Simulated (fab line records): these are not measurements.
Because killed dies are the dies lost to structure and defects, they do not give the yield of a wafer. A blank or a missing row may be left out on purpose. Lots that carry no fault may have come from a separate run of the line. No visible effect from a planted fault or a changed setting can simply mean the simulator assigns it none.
fab line records -- flow gf180mcu
[record] lots = 7, wafers = 21, last_day = 34
route steps=602 shown TOP_METAL@586 PASSIVATION@587
lots that met no fault: from a run of the same line without faults
start_h: hours from the record's opening day to when the first of the lot's shown wafers began -- wait_h: hours from the lot's prior step to this one -- " repeats the value in the row above -- L1.1+2: a row that stands for several wafers -- - no value, or no start given -- * or withheld: withheld -- < > ~ a bound
route shown NAME@n: names a module that has steps shown in the file, with the first one's number in the route -- usual: mean/standard deviation taken from wafers without a fault -- same: alike in all rows -- chamber/n: place in a boat -- sites: per-site readings -- _std_site: the values' standard deviation -- _edge_site: inner sites' mean taken away from outer sites' mean -- radius_mm: how far each site lies from the wafer's centre -- mask NAME#n: copy n -- behind: the tool/chamber that last shaped the wafer -- hold: why the lot went on hold/how many hours it stayed there/how the hold came to an end -- device: which transistor (n, p or np) failed to switch -- end of line: tests run on the same wafers once the route is complete -- for a step that has no rows: nothing shown but its recipe -- killed: dies lost to structure and defects at the first sort, not the wafer's yield -- map: per-die view of a wafer (x killed, . not killed, _ where there is no die)
set.NAME: the run value of the setting; set.NAME@STEP: its run value at that earlier step -- model.NAME: the simulator's own value behind a step, which no gauge read
lots at some steps of the route; a table a step, a row a wafer
services: when a tool's chamber went out of use (start_h, in hours from the record's first day, below 0 if earlier), for how many hours, and the reason
[[steps]]
[step GF_TOP_METAL_CLEAN_19]
[recipe] chemistry = DIW, dry = n2_spin
[step GF_PASSIVATION_CVD_00]
[recipe] material = SiO2, target_thk_nm = 1000, precursor = TEOS, temp_c = 400, time_s = 111.95, rf_w = 600
[usual] heater_power_w = 703/92, susceptor_temp_C = 399.99/0.23
lot.wafer,tool,chamber,start_h,wait_h,heater_power_w,susceptor_temp_C
L550.3,pecvd-04,0,676.63,0.0,533,400.10
L550.5,pecvd-04,0,676.63,0.0,591,399.82
L550.6,pecvd-04,2,676.63,0.0,624,399.90
L553.1,pecvd-02,1,694.60,0.0,594,399.88
L553.3,pecvd-02,2,694.60,0.0,914,400.24
L553.4,pecvd-02,1,694.60,0.0,664,400.18
L554.2,pecvd-02,2,702.01,0.0,887,399.86
L554.5,pecvd-02,0,702.01,0.0,598,400.33
L554.6,pecvd-02,1,702.01,0.0,568,400.01
L555.2,pecvd-04,1,709.26,0.0,523,400.21
L555.5,pecvd-04,0,709.26,0.0,677,399.66
L555.6,pecvd-04,1,709.26,0.0,573,400.30
L558.3,pecvd-03,0,735.41,0.0,848,399.77
L558.4,pecvd-03,1,735.41,0.0,698,400.26
L558.6,pecvd-03,2,735.41,0.0,693,399.93
L559.1,pecvd-02,2,736.66,0.0,908,400.02
L559.2,pecvd-02,0,736.66,0.0,677,400.34
L559.3,pecvd-02,1,736.66,0.0,701,399.98
L567.3,pecvd-02,0,786.15,0.0,689,400.23
L567.5,pecvd-02,1,786.15,0.0,673,399.85
L567.6,pecvd-02,2,786.15,0.0,740,400.00
[step GF_PASSIVATION_THK_MEAS_01]
[recipe] reads = SiO2_of_PASSIVATION_CVD_00
[usual] PASSIVATION_CVD_00_THK = 1000/11
lot.wafer,tool,chamber,start_h,wait_h,PASSIVATION_CVD_00_THK[nm]
L550.3,film_metro-02,-,676.73,0.1,1012
L550.5,film_metro-02,-,676.73,0.1,1001
L550.6,film_metro-02,-,676.73,0.1,989
L553.1,film_metro-03,-,694.68,0.0,999
L553.3,film_metro-03,-,694.68,0.0,985
L553.4,film_metro-03,-,694.68,0.0,1017
L554.2,film_metro-03,-,702.10,0.0,984
L554.5,film_metro-03,-,702.10,0.0,1002
L554.6,film_metro-03,-,702.10,0.0,1001
L555.2,film_metro-01,-,709.35,0.0,990
L555.5,film_metro-01,-,709.35,0.0,1001
L555.6,film_metro-01,-,709.35,0.0,1004
L558.3,film_metro-03,-,735.51,0.1,1002
L558.4,film_metro-03,-,735.51,0.1,1009
L558.6,film_metro-03,-,735.51,0.1,1007
L559.1,film_metro-01,-,736.74,0.0,1004
L559.2,film_metro-01,-,736.74,0.0,987
L559.3,film_metro-01,-,736.74,0.0,1001
L567.3,film_metro-01,-,786.25,0.1,993
L567.5,film_metro-01,-,786.25,0.1,1004
L567.6,film_metro-01,-,786.25,0.1,1012
[step GF_PASSIVATION_CVD_02]
[recipe] material = Si3N4, target_thk_nm = 700, time_s = 486.18, temp_c = 400, rf_w = 450
[usual] heater_power_w = 732/87, susceptor_temp_C = 400.01/0.21
lot.wafer,tool,chamber,start_h,wait_h,heater_power_w,susceptor_temp_C
L550.3,pecvd-02,2,676.77,0.0,962,399.88
L550.5,pecvd-02,0,676.77,0.0,772,399.81
L550.6,pecvd-02,1,676.77,0.0,672,400.38
L553.1,pecvd-04,1,694.74,0.1,684,400.21
L553.3,pecvd-04,2,694.74,0.1,687,399.88
L553.4,pecvd-04,0,694.74,0.1,670,399.99
L554.2,pecvd-03,2,702.15,0.0,659,399.98
L554.5,pecvd-03,2,702.15,0.0,706,400.04
L554.6,pecvd-03,1,702.15,0.0,741,400.12
L555.2,pecvd-03,2,709.40,0.0,732,400.30
L555.5,pecvd-03,2,709.40,0.0,765,400.46
L555.6,pecvd-03,0,709.40,0.0,726,399.98
L558.3,pecvd-02,0,735.55,0.0,739,400.19
L558.4,pecvd-02,2,735.55,0.0,895,399.78
L558.6,pecvd-02,0,735.55,0.0,766,400.16
L559.1,pecvd-04,2,736.80,0.1,744,399.92
L559.2,pecvd-04,1,736.80,0.1,562,399.48
L559.3,pecvd-04,1,736.80,0.1,613,399.80
L567.3,pecvd-03,1,786.29,0.0,838,399.92
L567.5,pecvd-03,1,786.29,0.0,684,399.83
L567.6,pecvd-03,2,786.29,0.0,755,400.17
[step GF_PASSIVATION_THK_MEAS_03]
[recipe] reads = Si3N4_of_PASSIVATION_CVD_02
[usual] PASSIVATION_CVD_02_THK = 702/9.2
lot.wafer,tool,chamber,start_h,wait_h,PASSIVATION_CVD_02_THK[nm]
L550.3,film_metro-01,-,677.08,0.2,691
L550.5,film_metro-01,-,677.08,0.2,709
L550.6,film_metro-01,-,677.08,0.2,693
L553.1,film_metro-01,-,695.02,0.1,682
L553.3,film_metro-01,-,695.02,0.1,691
L553.4,film_metro-01,-,695.02,0.1,694
L554.2,film_metro-02,-,702.44,0.2,707
L554.5,film_metro-02,-,702.44,0.2,723
L554.6,film_metro-02,-,702.44,0.2,715
L555.2,film_metro-02,-,709.69,0.2,706
L555.5,film_metro-02,-,709.69,0.2,706
L555.6,film_metro-02,-,709.69,0.2,706
L558.3,film_metro-02,-,735.86,0.2,698
L558.4,film_metro-02,-,735.86,0.2,707
L558.6,film_metro-02,-,735.86,0.2,705
L559.1,film_metro-03,-,737.23,0.3,708
L559.2,film_metro-03,-,737.23,0.3,699
L559.3,film_metro-03,-,737.23,0.3,716
L567.3,film_metro-01,-,786.59,0.2,700
L567.5,film_metro-01,-,786.59,0.2,712
L567.6,film_metro-01,-,786.59,0.2,702
[step GF_PASSIVATION_DEHYDRATE_04]
[recipe] temp_c = 200, time_s = 60
[step GF_PASSIVATION_HMDS_05]
[recipe] prime_time_s = 60, prime_temp_c = 120
[step GF_PASSIVATION_COAT_06]
[recipe] spin_rpm = 2000, resist_thk_nm = 4000
[step GF_PASSIVATION_SOFTBAKE_07]
[recipe] temp_c = 110, time_s = withheld
[step GF_PASSIVATION_EXPOSE_08]
[recipe] mask_id = Pad, target_cd_nm = 40000, na = 0.57, dose_mj = 314.7
[step GF_PASSIVATION_PEB_09]
[recipe] temp_c = 115, time_s = withheld
[step GF_PASSIVATION_DEVELOP_10]
[recipe] develop_time_s = 60, dev_temp_c = 23
[step GF_PASSIVATION_ETCH_11]
[recipe] chemistry = CF4/O2, target_depth_nm = 2040, stop_on = TiN, source_w = 800, bias_w = 150, pressure_mtorr = 150, cf4_flow_sccm = 80, O2_flow_sccm = 10, time_s = 453.3
[usual] bias_w = 150.0/0.44, drypump_motor_current_A = 5.5/0.43, oes_product_au = 0.990/0.005, throttle_valve_pct = 5.968/0.0089
lot.wafer,tool,chamber,start_h,wait_h,bias_w,drypump_motor_current_A,oes_product_au,rf_hours_counter_h,throttle_valve_pct,model.coat_of_PASSIVATION_COAT_06.thk_nm
L550.3,rie_diel-02,1,695.80,-,150.2,5.7,0.997,-,5.980,2648
L550.5,rie_diel-02,1,695.80,-,149.8,5.7,0.993,-,5.966,2648
L550.6,rie_diel-02,2,695.80,-,149.8,5.6,0.992,-,5.968,2649
L553.1,rie_diel-02,3,713.32,-,150.4,5.6,0.838,26,5.910,2988
L553.3,rie_diel-02,2,713.32,-,149.6,5.6,0.842,3,5.907,2994
L553.4,rie_diel-02,0,713.32,-,149.3,4.9,0.842,37,5.931,2990
L554.2,rie_diel-02,2,719.92,-,149.4,5.6,0.839,4,5.917,3003
L554.5,rie_diel-02,0,719.92,-,150.1,4.9,0.845,-,5.935,2985
L554.6,rie_diel-02,1,719.92,-,149.6,5.7,0.834,-,5.923,2986
L555.2,rie_diel-02,3,727.64,-,149.4,5.6,0.835,26,5.948,2982
L555.5,rie_diel-02,0,727.64,-,149.9,4.9,0.844,-,5.930,2989
L555.6,rie_diel-02,1,727.64,-,149.3,5.7,0.841,-,5.931,2992
L558.3,rie_diel-03,1,752.55,-,149.6,5.4,0.988,22,5.962,2632
L558.4,rie_diel-03,0,752.55,-,150.3,5.4,0.993,32,5.981,2614
L558.6,rie_diel-03,3,752.55,-,150.2,6.0,0.990,-,5.958,2618
L559.1,rie_diel-01,1,754.24,-,149.6,5.6,0.988,7,5.972,2644
L559.2,rie_diel-01,0,754.24,-,150.1,5.6,0.992,22,5.955,2638
L559.3,rie_diel-01,3,754.24,-,149.8,6.2,0.985,21,5.957,2649
L567.3,rie_diel-03,3,801.89,-,150.3,6.0,0.991,17,5.966,2641
L567.5,rie_diel-03,2,801.89,-,150.4,4.7,0.992,-,5.969,2637
L567.6,rie_diel-03,1,801.89,-,149.2,5.3,0.988,-,5.972,2648
[step GF_PASSIVATION_STRIP_12]
[recipe] chemistry = O2/N2, power_w = 1400, pressure_mtorr = 1500, platen_temp_c = 250, o2_flow_sccm = 3000, n2_flow_sccm = 300, overash_fraction = 0.5
[usual] drypump_motor_current_A = 5.6/0.73, heater_power_w = 333/30, oes_product_au = 0.719/0.0044, strip_time_to_endpoint_s = 32.93/0.17
[same] overash_fraction = 0.5
lot.wafer,tool,chamber,start_h,wait_h,drypump_motor_current_A,heater_power_w,oes_product_au,rf_hours_counter_h,strip_time_to_endpoint_s
L550.3,plasma_asher-03,0,696.10,0.2,5.2,275,0.718,-,33.05
L550.5,plasma_asher-03,1,696.10,0.2,4.6,361,0.714,-,33.06
L550.6,plasma_asher-03,0,696.10,0.2,5.2,287,0.725,-,33.05
L553.1,plasma_asher-03,1,713.59,0.1,4.6,361,0.720,108,36.95
L553.3,plasma_asher-03,1,713.59,0.1,4.6,359,0.722,-,37.00
L553.4,plasma_asher-03,0,713.59,0.1,5.2,274,0.714,-,36.95
L554.2,plasma_asher-04,0,720.19,0.1,6.1,338,0.724,31,37.09
L554.5,plasma_asher-04,0,720.19,0.1,6.1,340,0.719,-,36.88
L554.6,plasma_asher-04,1,720.19,0.1,6.1,380,0.727,-,36.90
L555.2,plasma_asher-02,1,727.91,0.1,5.4,341,0.713,67,36.86
L555.5,plasma_asher-02,0,727.91,0.1,6.7,315,0.721,-,36.94
L555.6,plasma_asher-02,1,727.91,0.1,5.4,349,0.715,-,36.97
L558.3,plasma_asher-02,0,752.85,0.2,6.7,324,0.715,-,32.87
L558.4,plasma_asher-02,1,752.85,0.2,5.5,339,0.718,-,32.63
L558.6,plasma_asher-02,1,752.85,0.2,5.4,350,0.714,-,32.69
L559.1,plasma_asher-04,1,754.51,0.1,6.1,385,0.725,35,33.00
L559.2,plasma_asher-04,0,754.51,0.1,6.1,329,0.717,35,32.93
L559.3,plasma_asher-04,1,754.51,0.1,6.1,380,0.715,-,33.06
L567.3,plasma_asher-02,1,802.20,0.2,5.4,345,0.724,-,32.96
L567.5,plasma_asher-02,1,802.20,0.2,5.4,338,0.710,-,32.91
L567.6,plasma_asher-02,0,802.20,0.2,6.7,324,0.711,-,33.05
[step GF_PASSIVATION_ANNEAL_13]
[recipe] temp_c = 400, time_s = 1800, ambient = N2/H2, idle_temp_c = 300, ramp_up_c_per_min = 10, ramp_down_c_per_min = 3
[[services]]
tool,chamber,start_h,hours,kind
pecvd-02,2,661.84,6.9,repair
rie_diel-01,2,663.08,1.4,repair
pecvd-04,1,668.70,16.0,repair
rie_diel-01,3,688.13,3.1,repair
rie_diel-02,0,691.69,13.0,repair
pecvd-02,0,706.28,6.5,repair
rie_diel-03,1,707.25,1.4,repair
pecvd-04,-,715.93,0.5,repair
rie_diel-03,0,717.16,1.8,repair
plasma_asher-03,-,733.75,9.0,pm
plasma_asher-03,0,733.75,9.0,vent_cycle
plasma_asher-03,1,733.75,9.0,vent_cycle
rie_diel-03,-,734.73,1.0,repair
pecvd-04,0,736.59,8.3,repair
plasma_asher-03,0,742.75,-,clean
plasma_asher-03,1,742.75,-,clean
rie_diel-02,0,745.60,1.4,repair
rie_diel-01,0,746.49,3.6,repair
rie_diel-01,2,749.63,6.0,repair
rie_diel-02,0,752.78,5.8,repair
rie_diel-01,1,762.18,6.6,repair
rie_diel-03,1,779.92,11.7,repair
rie_diel-03,0,787.01,4.2,repair
pecvd-02,-,791.16,6.0,pm
[[key]]
[first_sign] step = GF_PASSIVATION_ETCH_11, reading = oes_product_au, direction = down, sigmas = 30, usual = 0.990, struck = 0.840
[effect] step = GF_PASSIVATION_ETCH_11, reading = throttle_valve_pct, direction = down, sigmas = 4.8, usual = 5.968, struck = 5.926
[effect] step = GF_PASSIVATION_STRIP_12, reading = strip_time_to_endpoint_s, direction = up, sigmas = 23, usual = *, struck = *
[model_effect] step = GF_PASSIVATION_ETCH_11, value = coat_of_PASSIVATION_COAT_06.thk_nm, without = 2631, struck = 2990
met_at GF_PASSIVATION_ETCH_11
struck_wafers L553.1,L553.3,L553.4,L554.2,L554.5,L554.6,L555.2,L555.5,L555.6
later_rows_left_out L553.1,L553.3,L553.4,L554.2,L554.5,L554.6,L555.2,L555.5,L555.6
sort_left_out L553.1,L553.3,L553.4,L554.2,L554.5,L554.6,L555.2,L555.5,L555.6
tester_left_out L553,L554,L555
onset_between 695.80 713.32
[earlier_fault] kind = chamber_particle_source, tool = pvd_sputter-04, chamber = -, onset_h = 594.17, steps = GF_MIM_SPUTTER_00, rate_per_visit_cm2 = 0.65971
[earlier_fault] kind = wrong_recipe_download, tool = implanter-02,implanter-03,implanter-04, chamber = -, onset_h = 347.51, steps = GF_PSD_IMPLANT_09, wrong_recipe.not_listed = 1
[fault] kind = process_parameter_drift, tool = rie_diel-02, chamber = -, onset_h = 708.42, steps = GF_PASSIVATION_ETCH_11, channel = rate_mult, offset = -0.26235, shape = step
// tester_left_out: of these lots the tester's yield and bins aren't shown, on N5 and GAA mostly nor the transistor test; their killed dies are dies lost to structure and defects alone, not to doping, threshold or leakage, so they don't give the yield
// sort_left_out: the simulated sort isn't trusted on such a fault, so these wafers' sort isn't shown, and their yield isn't known
// later_rows_left_out: the simulator's readings of these wafers behind a module that went badly wrong aren't trusted and aren't shown, but for the sort
